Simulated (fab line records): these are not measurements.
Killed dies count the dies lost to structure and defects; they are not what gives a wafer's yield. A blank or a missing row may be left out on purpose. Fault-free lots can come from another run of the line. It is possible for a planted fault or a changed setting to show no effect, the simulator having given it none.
Which tool did it? | flow gf180mcu | 7 lots (21 wafers sampled), 1 step of a 602-step route

== WHAT THE GAUGES SHOWED, per wafer ==
GF_V5_THK_MEAS_03.
lot  | measured     | on            | V5_CVD_02_THK (nm)
L832 | day 26 15:26 | film_metro-02 | 1447 1459 1473
L837 | day 28 20:34 | film_metro-03 | 1453 1477 1487
L841 | day 30 10:31 | film_metro-03 | 1438 1457 1470
L846 | day 31 16:03 | film_metro-03 | 1423 1438 1469
L850 | day 31 23:16 | film_metro-03 | 1455 1439 1472
L851 | day 32 10:07 | film_metro-01 | 1420 1453 1478
L853 | day 32 21:18 | film_metro-02 | 1416 1433 1470

== WHAT TOOL EACH LOT RAN ON (gives the tool, then ch and the chambers of the sampled wafers, and finally the start) ==
Before these readings, the record contains no process step.

== THE ANSWER, worked out from the rows above alone ==
Rule: the usual values come from the lots themselves. The widest of any qualifying gaps counts: lots, ordered by their means at a reading, are off when they make up no more than a third of the lots, leave a main group of 4 or more, and stand apart from it by 3 or more times the standard deviation of that group's means. A main group whose means are all the same, to the digits that the tables above print for the reading, isn't used. Also off: a lot with no number at a reading for which 4 or more lots have one. The other lots that the step has rows for count as sound.
No lot is off on any of the readings shown, so nothing can be concluded from this.

== WHAT THE SIMULATOR HAD INSERTED ==
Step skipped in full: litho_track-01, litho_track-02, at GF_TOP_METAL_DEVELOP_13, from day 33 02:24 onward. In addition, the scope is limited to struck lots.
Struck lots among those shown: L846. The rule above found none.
